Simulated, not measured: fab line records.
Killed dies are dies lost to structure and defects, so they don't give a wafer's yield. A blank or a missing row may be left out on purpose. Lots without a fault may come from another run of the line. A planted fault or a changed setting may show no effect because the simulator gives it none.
fab line records	flow sfq-line	part 1 of 2: steps 1 to 29 of 39
record: lots: 5	wafers: 15	last-day: 85
route steps=325 shown M0@33 I0@43 M1@58
lots with no fault: from the same line, run without faults
start-h: start of the lot's first displayed wafer, in hours after the record's first day	wait-h: hours elapsed since this lot's preceding step	" same as the row above	L1.1+2: a row that stands for several wafers	- no value present, or no start provided	* or withheld: withheld	< > ~ a bound
route shown NAME@n: a module of which the file shows steps, and the number in the route of the first	usual: mean/standard deviation of fault-free wafers	same: alike in all rows	chamber/n: place in a boat	sites: the reading at each site	_std_site: the standard deviation of these	_edge_site: the outer-site mean with the inner-site mean subtracted	radius-mm: how far each site lies from the wafer's centre	mask NAME#n: copy n	behind: the most recent tool/chamber to have shaped the wafer	hold: reason for holding the lot/hours on hold/outcome of the hold	device: the n, p or np transistor that did not switch	end of line: at the end of the route, the tests of the same wafers	for a step that has no rows: nothing shown but its recipe	killed: dies lost to structure and defects at the first sort, not the wafer's yield	map: per-die view of a wafer (x killed, . not killed, _ where there is no die)
set.NAME: setting as actually run; set.NAME@STEP: the setting as run at that earlier step	model.NAME: the simulator's own value behind a step, which no gauge read
lots at selected steps of the route; one table per step, one row per wafer
services: when a tool's chamber went out of use (start-h, in hours from the record's first day, below 0 if earlier), for how many hours, and the reason
== steps ==
step: SFQ_TRILAYER_M0_LITHO_COAT_021
recipe: resist: KrF	spin-rpm: 3000	resist-thk-nm: 600
lot.wafer	tool	chamber	start-h	wait-h
L075.4+5+6	litho-track-02	0	168.02	0.2
L077.3+5+6	litho-track-01	0	187.17	0.2
L082.1+4+6	litho-track-01	0	228.60	0.2
L084.2+5+6	litho-track-01	0	241.84	0.2
L086.1+4+6	litho-track-04	0	253.19	0.2
step: SFQ_TRILAYER_M0_LITHO_SOFTBAKE_025
recipe: temp-c: withheld	time-s: withheld	resist: KrF
lot.wafer	tool	chamber	start-h	wait-h
L075.4+5+6	litho-track-02	0	168.24	0.2
L077.3+5+6	litho-track-01	0	187.42	0.2
L082.1+4+6	litho-track-01	0	228.90	0.2
L084.2+5+6	litho-track-01	0	242.12	0.2
L086.1+4+6	litho-track-04	0	253.49	0.2
step: SFQ_TRILAYER_M0_LITHO_EXPOSE_022
recipe: mask-id: M0	na: 0.6	source-shape: conventional	sigma-outer: 0.65	target-cd-nm: 500	dose-mj: 14.4
lot.wafer	tool	chamber	start-h	wait-h	mask
L075.4+5+6	krf-scanner-02	0	268.49	-	M0#0
L077.3+5+6	krf-scanner-02	0	291.09	-	M0#0
L082.1+4+6	krf-scanner-02	0	336.54	-	M0#0
L084.2+5+6	krf-scanner-02	0	351.14	-	M0#0
L086.1+4+6	krf-scanner-01	0	368.61	-	M0#0
step: SFQ_TRILAYER_M0_LITHO_PEB_024
recipe: peb-temp-c: 115	peb-time-s: 60	resist: KrF
lot.wafer	tool	chamber	start-h	wait-h
L075.4+5+6	litho-track-02	0	269.17	0.5
L077.3+5+6	litho-track-01	0	291.94	0.7
L082.1+4+6	litho-track-01	0	337.74	1.0
L084.2+5+6	litho-track-04	0	352.17	0.8
L086.1+4+6	litho-track-04	0	369.81	1.0
step: SFQ_TRILAYER_M0_LITHO_DEVELOP_023
recipe: time-s: 60	resist: KrF
lot.wafer	tool	chamber	start-h	wait-h
L075.4+5+6	litho-track-02	0	269.32	0.1
L077.3+5+6	litho-track-01	0	292.09	0.1
L082.1+4+6	litho-track-01	0	337.89	0.1
L084.2+5+6	litho-track-04	0	352.32	0.1
L086.1+4+6	litho-track-04	0	369.96	0.1
step: SFQ_M0_OVL_MEAS_906
usual: M0_OVL: 1/4.9
lot.wafer	tool	chamber	start-h	wait-h	M0_OVL[nm]
L075.4	overlay-01	-	269.41	0.1	-3
L075.5	"	-	"	"	-4
L075.6	"	-	"	"	-7
L077.3	overlay-02	-	292.20	0.1	1
L077.5	"	-	"	"	5
L077.6	"	-	"	"	12
L082.1	overlay-02	-	338.04	0.1	2
L082.4	"	-	"	"	1
L082.6	"	-	"	"	2
L084.2	overlay-01	-	352.45	0.1	2
L084.5	"	-	"	"	-1
L084.6	"	-	"	"	3
L086.1	overlay-01	-	370.11	0.1	0
L086.4	"	-	"	"	4
L086.6	"	-	"	"	3
step: SFQ_TRILAYER_M0_BARC_OPEN_METAL_ETCH_031
recipe: mask-material: PR	chemistry: O2	target-depth-nm: 125	target: BARC	icp-w: 600	bias-w: 80	pressure-mtorr: 10	time-s: 41.7
usual: chamber-pressure-mTorr: 10.001/0.01	drypump-motor-current-A: 5.6/0.56	oes-product-au: 0.685/0.0045
lot.wafer	tool	chamber	start-h	wait-h	chamber-pressure-mTorr	drypump-motor-current-A	oes-product-au	rf-hours-counter-h
L075.4	rie-metal-01	0	269.45	0.0	9.994	5.2	0.685	-
L075.5	"	0	"	"	10.004	5.2	0.680	-
L075.6	"	1	"	"	9.992	6.0	0.685	-
L077.3	rie-metal-03	1	292.25	0.0	10.010	4.8	0.683	-
L077.5	"	0	"	"	9.974	6.2	0.689	-
L077.6	"	1	"	"	9.985	4.8	0.688	-
L082.1	rie-metal-01	1	338.08	0.0	9.999	6.0	0.679	30
L082.4	"	1	"	"	10.000	6.0	0.686	-
L082.6	"	0	"	"	9.993	5.2	0.687	-
L084.2	rie-metal-01	1	352.48	0.0	10.010	6.0	0.688	33
L084.5	"	1	"	"	10.005	6.0	0.686	-
L084.6	"	0	"	"	9.997	5.2	0.687	-
L086.1	rie-metal-03	1	370.15	0.0	9.997	4.8	0.676	86
L086.4	"	0	"	"	9.995	6.2	0.683	-
L086.6	"	1	"	"	10.001	4.8	0.685	-
step: SFQ_TRILAYER_M0_ETCH_METAL_ETCH_024
recipe: target: Nb	stop-on: SiO2	mask-material: PR	chemistry: Cl2/Ar	target-depth-nm: 240	icp-w: 600	bias-w: 80	pressure-mtorr: 10	time-s: 120
usual: chamber-pressure-mTorr: 10.001/0.01	drypump-motor-current-A: 5.6/0.56	oes-product-au: 0.895/0.0064
lot.wafer	tool	chamber	start-h	wait-h	chamber-pressure-mTorr	drypump-motor-current-A	oes-product-au	rf-hours-counter-h
L075.4	rie-metal-01	0	269.53	0.1	9.996	5.2	0.895	-
L075.5	"	0	"	"	9.987	5.2	0.910	-
L075.6	"	1	"	"	9.991	6.0	0.905	-
L077.3	rie-metal-03	1	292.33	0.1	10.006	4.8	0.890	-
L077.5	"	0	"	"	10.054	6.1	0.892	-
L077.6	"	1	"	"	10.000	4.8	0.892	-
L082.1	rie-metal-01	1	338.14	0.0	9.990	6.0	0.911	30
L082.4	"	1	"	"	9.994	6.0	0.905	-
L082.6	"	0	"	"	10.000	5.2	0.904	-
L084.2	rie-metal-01	1	352.54	0.0	10.009	6.0	0.894	33
L084.5	"	1	"	"	10.000	6.0	0.895	-
L084.6	"	0	"	"	10.010	5.2	0.892	-
L086.1	rie-metal-03	1	370.21	0.0	10.004	4.8	0.889	86
L086.4	"	0	"	"	10.007	6.1	0.893	-
L086.6	"	1	"	"	10.008	4.8	0.897	-
step: SFQ_TRILAYER_M0_STRIP_STRIP_025
recipe: gas: O2	power-w: 200	platen-temp-c: 40	overash-fraction: 0.65	chemistry: O2	pressure-mtorr: 50
usual: chamber-pressure-mTorr: 50.00/0.04	drypump-motor-current-A: 5.6/0.56	oes-product-au: 1.002/0.01
lot.wafer	tool	chamber	start-h	wait-h	chamber-pressure-mTorr	drypump-motor-current-A	oes-product-au	rf-hours-counter-h
L075.4	rie-metal-01	0	269.81	0.2	50.00	5.2	0.993	-
L075.5	"	0	"	"	50.03	5.2	0.998	-
L075.6	"	1	"	"	50.04	6.0	0.983	-
L077.3	rie-metal-03	1	292.61	0.2	49.96	4.8	1.013	-
L077.5	"	0	"	"	50.00	6.2	1.004	-
L077.6	"	1	"	"	49.97	4.8	1.000	-
L082.1	rie-metal-01	1	338.26	0.1	50.00	6.0	0.993	31
L082.4	"	1	"	"	50.00	6.0	0.988	-
L082.6	"	0	"	"	50.03	5.2	0.995	-
L084.2	rie-metal-01	1	352.66	0.1	49.98	6.0	1.002	33
L084.5	"	1	"	"	50.00	6.0	0.990	-
L084.6	"	0	"	"	49.98	5.2	1.005	-
L086.1	rie-metal-03	1	370.33	0.1	50.03	4.8	1.015	86
L086.4	"	0	"	"	50.01	6.2	0.996	-
L086.6	"	1	"	"	50.00	4.8	1.016	-
step: SFQ_TRILAYER_M0_STRIP_SOLV_CLEAN_026
recipe: chemistry: NMP	temp-c: 70	time-s: 600
lot.wafer	tool	chamber	start-h	wait-h
L075.4+5+6	wet-bench-03	7,0,6	270.21	0.2
L077.3+5+6	wet-bench-04	5,6,7	293.01	0.2
L082.1+4+6	wet-bench-02	4,5,6	338.86	0.4
L084.2+5+6	wet-bench-03	3,2,0	353.26	0.4
L086.1+4+6	wet-bench-03	5,2,7	370.93	0.4
step: SFQ_TRILAYER_I0_DEP_PECVD_027
recipe: material: SiO2	temp-c: 150	time-s: 111.11	pressure-torr: 2.4	rf-w: 183.3	precursor: SiH4/N2O	target-thk-nm: 500
usual: heater-power-w: 84/16	throttle-valve-pct: 24.5/1.3
lot.wafer	tool	chamber	start-h	wait-h	heater-power-w	throttle-valve-pct
L075.4	pecvd-03	1	270.43	0.0	71	23.6
L075.5	"	0	"	"	71	22.7
L075.6	"	2	"	"	119	22.5
L077.3	pecvd-03	1	293.19	0.0	59	23.5
L077.5	"	1	"	"	65	23.8
L077.6	"	2	"	"	106	22.6
L082.1	pecvd-03	2	339.04	0.0	122	22.8
L082.4	"	2	"	"	126	22.9
L082.6	"	1	"	"	68	24.2
L084.2	pecvd-04	0	353.44	0.0	84	23.2
L084.5	"	1	"	"	72	26.1
L084.6	"	2	"	"	81	25.6
L086.1	pecvd-01	0	371.11	0.0	61	25.3
L086.4	"	2	"	"	74	26.5
L086.6	"	1	"	"	102	23.6
step: SFQ_TRILAYER_I0_CMP_CMP_028
recipe: material: SiO2	down-force-psi: 3	platen-rpm: 60	pad-velocity-m-s: 0.94248
usual: edge-zone-pressure-frac: 1.000/0.0054	motor-current-A: 9.8/0.93	time-to-endpoint-s: 215/6.4
lot.wafer	tool	chamber	start-h	wait-h	edge-zone-pressure-frac	motor-current-A	time-to-endpoint-s
L075.4	cmp-01	1	275.54	5.1	0.999	8.5	219
L075.6	"	1	277.54	7.1	1.005	8.5	218
L075.5	"	2	"	"	1.003	9.3	220
L077.3	cmp-01	2	299.54	6.3	0.997	9.1	218
L077.5	"	2	301.54	8.3	1.001	9.3	225
L077.6	"	3	"	"	1.004	9.7	213
L082.4	cmp-02	0	339.62	0.5	0.999	8.9	223
L082.1	"	2	340.62	1.5	1.004	11.0	211
L082.6	"	0	341.62	2.5	1.006	9.0	227
L084.2	cmp-01	0	353.52	0.0	1.000	9.8	219
L084.5	"	0	355.52	2.0	1.000	9.5	227
L084.6	"	1	"	"	1.002	8.7	211
L086.4	cmp-01	1	372.29	1.1	0.991	8.7	222
L086.1	"	2	"	"	1.000	9.4	206
L086.6	"	1	374.29	3.1	1.004	8.8	217
step: SFQ_I0_BOW_MEAS_907
recipe: mode: bow
usual: I0_BOW: 3/7.7
lot.wafer	tool	chamber	start-h	wait-h	I0_BOW[um]
L075.4	film-metro-02	-	278.60	2.6	-8
L075.5	"	-	"	"	-11
L075.6	"	-	"	"	12
L077.3	film-metro-04	-	302.58	2.5	10
L077.5	"	-	"	"	9
L077.6	"	-	"	"	23
L082.1	film-metro-03	-	342.12	1.0	0
L082.4	"	-	"	"	-7
L082.6	"	-	"	"	11
L084.2	film-metro-03	-	356.54	2.5	-4
L084.5	"	-	"	"	-8
L084.6	"	-	"	"	-2
L086.1	film-metro-02	-	374.79	1.5	5
L086.4	"	-	"	"	2
L086.6	"	-	"	"	3
step: SFQ_TRILAYER_I0_METRO_MEASURE_029
usual: thk-nm: 200.0/0.88
lot.wafer	tool	chamber	start-h	wait-h	thk-nm
L075.4	film-metro-02	-	279.26	0.6	200.5
L075.5	"	-	"	"	199.3
L075.6	"	-	"	"	200.6
L077.3	film-metro-04	-	303.06	0.5	199.5
L077.5	"	-	"	"	199.5
L077.6	"	-	"	"	199.6
L082.1	film-metro-03	-	342.24	0.1	199.3
L082.4	"	-	"	"	200.9
L082.6	"	-	"	"	199.8
L084.2	film-metro-03	-	356.84	0.3	200.2
L084.5	"	-	"	"	200.8
L084.6	"	-	"	"	198.6
L086.1	film-metro-02	-	374.91	0.1	201.3
L086.4	"	-	"	"	200.3
L086.6	"	-	"	"	199.3
step: SFQ_TRILAYER_I0_VIA_LITHO_COAT_036
recipe: resist: BARC	spin-rpm: 3000	resist-thk-nm: 62
lot.wafer	tool	chamber	start-h	wait-h
L075.4+5+6	litho-track-04	0	280.01	0.6
L077.3+5+6	litho-track-03	0	303.96	0.7
L082.1+4+6	litho-track-04	0	343.44	1.0
L084.2+5+6	litho-track-04	0	358.10	1.1
L086.1+4+6	litho-track-03	0	376.11	1.0
step: SFQ_TRILAYER_I0_VIA_LITHO_COAT_031
recipe: resist: KrF	spin-rpm: 3000	resist-thk-nm: 650
lot.wafer	tool	chamber	start-h	wait-h
L075.4+5+6	litho-track-04	0	280.31	0.2
L077.3+5+6	litho-track-03	0	304.26	0.2
L082.1+4+6	litho-track-04	0	343.74	0.2
L084.2+5+6	litho-track-04	0	358.40	0.2
L086.1+4+6	litho-track-03	0	376.41	0.2
step: SFQ_TRILAYER_I0_VIA_LITHO_SOFTBAKE_035
recipe: temp-c: withheld	time-s: withheld	resist: KrF
lot.wafer	tool	chamber	start-h	wait-h
L075.4+5+6	litho-track-04	0	280.53	0.2
L077.3+5+6	litho-track-03	0	304.51	0.2
L082.1+4+6	litho-track-04	0	344.04	0.2
L084.2+5+6	litho-track-04	0	358.68	0.2
L086.1+4+6	litho-track-03	0	376.71	0.2
step: SFQ_TRILAYER_I0_VIA_LITHO_EXPOSE_032
recipe: mask-id: I0	na: 0.6	source-shape: conventional	sigma-outer: 0.65	target-cd-nm: 500	dose-mj: 21.3
lot.wafer	tool	chamber	start-h	wait-h	mask
L075.4+5+6	krf-scanner-02	0	401.34	-	I0#0
L077.3+5+6	krf-scanner-01	0	433.25	-	I0#0
L082.1+4+6	krf-scanner-02	0	479.77	-	I0#0
L084.2+5+6	krf-scanner-02	0	504.21	-	I0#0
L086.1+4+6	krf-scanner-01	0	535.17	-	I0#0
step: SFQ_TRILAYER_I0_VIA_LITHO_PEB_034
recipe: peb-temp-c: 115	peb-time-s: 60	resist: KrF
lot.wafer	tool	chamber	start-h	wait-h
L075.4+5+6	litho-track-02	0	402.02	0.5
L077.3+5+6	litho-track-02	0	434.10	0.7
L082.1+4+6	litho-track-03	0	480.97	1.0
L084.2+5+6	litho-track-04	0	505.24	0.8
L086.1+4+6	litho-track-03	0	536.37	1.0
step: SFQ_TRILAYER_I0_VIA_LITHO_DEVELOP_033
recipe: time-s: 60	resist: KrF
lot.wafer	tool	chamber	start-h	wait-h
L075.4+5+6	litho-track-02	0	402.17	0.1
L077.3+5+6	litho-track-02	0	434.25	0.1
L082.1+4+6	litho-track-03	0	481.12	0.1
L084.2+5+6	litho-track-04	0	505.39	0.1
L086.1+4+6	litho-track-03	0	536.52	0.1
step: SFQ_I0_OVL_MEAS_908
usual: I0_OVL: 0/6
lot.wafer	tool	chamber	start-h	wait-h	I0_OVL[nm]
L075.4	overlay-01	-	402.26	0.1	-6
L075.5	"	-	"	"	0
L075.6	"	-	"	"	-2
L077.3	overlay-02	-	434.36	0.1	-4
L077.5	"	-	"	"	0
L077.6	"	-	"	"	-6
L082.1	overlay-02	-	481.27	0.1	-5
L082.4	"	-	"	"	2
L082.6	"	-	"	"	1
L084.2	overlay-02	-	505.52	0.1	-3
L084.5	"	-	"	"	-5
L084.6	"	-	"	"	-1
L086.1	overlay-01	-	536.67	0.1	3
L086.4	"	-	"	"	5
L086.6	"	-	"	"	7
step: SFQ_TRILAYER_I0_VIA_BARC_OPEN_VIA_ETCH_046
recipe: mask-material: PR	chemistry: O2	target-depth-nm: 125	target: BARC	source-w: 500	bias-w: 80	pressure-mtorr: 30	time-s: 41.7
usual: chamber-pressure-mTorr: 29.999/0.028	drypump-motor-current-A: 5.8/0.55	oes-product-au: 0.685/0.0052
lot.wafer	tool	chamber	start-h	wait-h	chamber-pressure-mTorr	drypump-motor-current-A	oes-product-au	rf-hours-counter-h
L075.4	rie-diel-02	0	402.28	0.0	29.955	6.0	0.688	2
L075.5	"	2	"	"	30.007	6.3	0.676	-
L075.6	"	1	"	"	29.957	4.8	0.686	-
L077.3	rie-diel-03	3	434.38	0.0	29.970	5.8	0.687	63
L077.5	"	0	"	"	30.012	6.2	0.687	-
L077.6	"	3	"	"	30.069	5.8	0.680	-
L082.1	rie-diel-01	0	481.31	0.0	29.951	5.5	0.678	14
L082.4	"	3	"	"	29.990	6.1	0.687	47
L082.6	"	1	"	"	29.995	5.0	0.679	-
L084.2	rie-diel-02	3	505.55	0.0	29.998	5.7	0.683	90
L084.5	"	3	"	"	29.968	5.7	0.678	-
L084.6	"	0	"	"	29.953	6.0	0.690	-
L086.1	rie-diel-01	3	536.71	0.0	29.997	6.1	0.698	48
L086.4	"	0	"	"	30.026	5.5	0.691	15
L086.6	"	1	"	"	30.006	5.0	0.689	-
step: SFQ_TRILAYER_I0_VIA_ETCH_VIA_ETCH_034
recipe: target: SiO2	stop-on: Nb	mask-material: PR	taper-deg: 20	chemistry: CHF3	target-depth-nm: 260	source-w: 500	bias-w: 80	pressure-mtorr: 30	time-s: withheld
usual: chamber-pressure-mTorr: 30.000/0.027	drypump-motor-current-A: 5.8/0.55	oes-product-au: 0.854/0.0049
lot.wafer	tool	chamber	start-h	wait-h	chamber-pressure-mTorr	drypump-motor-current-A	oes-product-au
L075.4	rie-diel-02	0	402.32	0.0	29.985	6.0	0.848
L075.5	"	2	"	"	30.007	6.2	0.842
L075.6	"	1	"	"	30.014	4.8	0.854
L077.3	rie-diel-03	3	434.42	0.0	29.993	5.8	0.849
L077.5	"	0	"	"	29.977	6.2	0.857
L077.6	"	3	"	"	30.020	5.8	0.858
L082.1	rie-diel-01	0	481.35	0.0	30.012	5.5	0.850
L082.4	"	3	"	"	29.996	6.1	0.855
L082.6	"	1	"	"	30.030	5.0	0.853
L084.2	rie-diel-02	3	505.59	0.0	29.971	5.7	0.859
L084.5	"	3	"	"	30.011	5.7	0.862
L084.6	"	0	"	"	30.013	6.0	0.844
L086.1	rie-diel-01	3	536.75	0.0	29.965	6.1	0.857
L086.4	"	0	"	"	30.025	5.4	0.852
L086.6	"	1	"	"	30.053	5.0	0.852
step: SFQ_TRILAYER_I0_VIA_STRIP_STRIP_035
recipe: gas: O2	power-w: 200	platen-temp-c: 40	overash-fraction: 0.65	chemistry: O2	pressure-mtorr: 50
usual: chamber-pressure-mTorr: 50.01/0.044	drypump-motor-current-A: 5.61/0.29	oes-product-au: 0.998/0.0089
lot.wafer	tool	chamber	start-h	wait-h	chamber-pressure-mTorr	drypump-motor-current-A	oes-product-au	rf-hours-counter-h
L075.4	rie-metal-01	1	402.63	-	50.02	5.96	0.980	-
L075.5	"	0	"	"	50.02	5.24	0.978	-
L075.6	"	1	"	"	50.10	5.96	0.980	-
L077.3	rie-metal-04	0	434.73	-	50.00	5.63	1.002	-
L077.5	"	1	"	"	50.03	5.68	0.999	-
L077.6	"	0	"	"	49.98	5.60	1.004	-
L082.1	rie-metal-04	0	481.46	-	50.02	5.59	0.999	32
L082.4	"	1	"	"	50.06	5.67	1.002	-
L082.6	"	0	"	"	49.98	5.57	1.008	-
L084.2	rie-metal-01	0	505.70	-	50.02	5.18	0.997	40
L084.5	"	1	"	"	49.90	5.96	0.990	-
L084.6	"	0	"	"	49.93	5.19	1.003	-
L086.1	rie-metal-01	0	536.86	-	50.02	5.24	1.000	44
L086.4	"	0	"	"	49.96	5.22	1.001	-
L086.6	"	1	"	"	49.99	5.99	0.997	-
step: SFQ_TRILAYER_I0_VIA_STRIP_SOLV_CLEAN_036
recipe: chemistry: NMP	temp-c: 70	time-s: 600
lot.wafer	tool	chamber	start-h	wait-h
L075.4+5+6	wet-bench-03	2,3,0	403.03	0.2
L077.3+5+6	wet-bench-02	4,7,6	435.13	0.2
L082.1+4+6	wet-bench-03	1,3,0	482.06	0.4
L084.2+5+6	wet-bench-03	7,6,2	506.30	0.4
L086.1+4+6	wet-bench-01	3,0,1	537.46	0.4
step: SFQ_TRILAYER_M1_DEP_PRE_CLEAN_038
recipe: gas: Ar	time-s: 22.5	bias-v: 250
lot.wafer	tool	chamber	start-h	wait-h
L075.4+5+6	pvd-sputter-03	-	403.21	0.0
L077.3+5+6	pvd-sputter-03	-	435.36	0.0
L082.1+4+6	pvd-sputter-03	-	482.23	0.0
L084.2+5+6	pvd-sputter-05	-	506.47	0.0
L086.1+4+6	pvd-sputter-05	-	537.64	0.0
step: SFQ_TRILAYER_M1_DEP_SPUTTER_037
recipe: material: Nb	base-pressure-pa: 1.33e-06	chamber-pressure-pa: 0.1333	substrate-temp-c: 20	resputter-cathode-voltage-v: 400	target-thk-nm: 200	power-w: 2000	time-s: 133.3
usual: throttle-valve-pct: 30.1/0.67
lot.wafer	tool	chamber	start-h	wait-h	throttle-valve-pct
L075.4	pvd-sputter-03	-	403.24	0.0	30.7
L075.5	"	-	"	"	31.0
L075.6	"	-	"	"	30.2
L077.3	pvd-sputter-03	-	435.39	0.0	30.7
L077.5	"	-	"	"	31.0
L077.6	"	-	"	"	30.3
L082.1	pvd-sputter-03	-	482.26	0.0	30.6
L082.4	"	-	"	"	30.8
L082.6	"	-	"	"	31.3
L084.2	pvd-sputter-05	-	506.50	0.0	29.1
L084.5	"	-	"	"	30.1
L084.6	"	-	"	"	30.1
L086.1	pvd-sputter-05	-	537.67	0.0	29.6
L086.4	"	-	"	"	29.5
L086.6	"	-	"	"	29.5
step: SFQ_M1_RS_MEAS_909
recipe: thk-meas-gauge: four-point-probe	reads: Nb_of_TRILAYER_M1_DEP_SPUTTER_037
usual: M1_NB_RS: 0.889/0.0093
lot.wafer	tool	chamber	start-h	wait-h	M1_NB_RS[ohm/sq]
L075.4	film-metro-04	-	403.39	0.1	0.890
L075.5	"	-	"	"	0.899
L075.6	"	-	"	"	0.885
L077.3	film-metro-01	-	435.52	0.1	0.888
L077.5	"	-	"	"	0.883
L077.6	"	-	"	"	0.883
L082.1	film-metro-04	-	482.35	0.0	0.886
L082.4	"	-	"	"	0.883
L082.6	"	-	"	"	0.880
L084.2	film-metro-03	-	506.61	0.1	0.881
L084.5	"	-	"	"	0.890
L084.6	"	-	"	"	0.888
L086.1	film-metro-03	-	537.76	0.0	0.889
L086.4	"	-	"	"	0.894
L086.6	"	-	"	"	0.896
step: SFQ_TRILAYER_M1_LITHO_COAT_044
recipe: resist: BARC	spin-rpm: 3000	resist-thk-nm: 62
lot.wafer	tool	chamber	start-h	wait-h
L075.4+5+6	litho-track-01	0	403.66	0.2
L077.3+5+6	litho-track-01	0	435.76	0.1
L082.1+4+6	litho-track-02	0	482.53	0.1
L084.2+5+6	litho-track-02	0	506.82	0.1
L086.1+4+6	litho-track-01	0	537.94	0.1
